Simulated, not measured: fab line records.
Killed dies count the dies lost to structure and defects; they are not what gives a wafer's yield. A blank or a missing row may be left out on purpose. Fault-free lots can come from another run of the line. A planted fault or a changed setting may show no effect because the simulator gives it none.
Matching of chambers    flow sfqLine    SFQ_TRILAYER_I3_VIA_BARC_OPEN_VIA_ETCH_121 on rieDiel-04 has 4 sister chambers
The step etches BARC in O2, target depth 125 nm, time 41.7 s. 4 wafers are shown with their chamber, then 8 later ones without.

== WAFERS WITH THEIR CHAMBER ==
wafer   chamber  drypumpMotorCurrentA (A)
L086.1  0        6.2
L086.2  3        5.7
L086.3  1        6.1
L086.4  2        5.6

== WAFERS WITH NO CHAMBER GIVEN ==
wafer   drypumpMotorCurrentA (A)
L086.5  6.0
L086.6  6.2
L087.1  6.2
L087.2  5.6
L087.3  5.7
L087.4  6.0
L087.5  5.6
L087.6  5.7

== WHICH CHAMBER EACH ONE RAN IN ==
wafer   from the rows above  in truth
L086.5  1                    1
L086.6  0                    0
L087.1  0                    0
L087.2  2                    2
L087.3  3                    3
L087.4  1                    1
L087.5  2                    2
L087.6  3                    3
8 of 8 placed correctly. Left unplaced by these rows: 0. Wrongly placed: 0.
How it was worked out, from the rows above alone: a wafer's distance from a chamber is the root of the sum, over the readings, of the square of ((its reading less the chamber's mean) divided by the reading's scatter). The wafer belongs to the nearest chamber; if the next one is less than 2 further off, it can't be placed. A chamber's mean is the mean of its shown wafers. The scatter (one wafer shown for each chamber): square how far every hidden wafer sits from the nearest shown wafer, average those squares and take the square root.
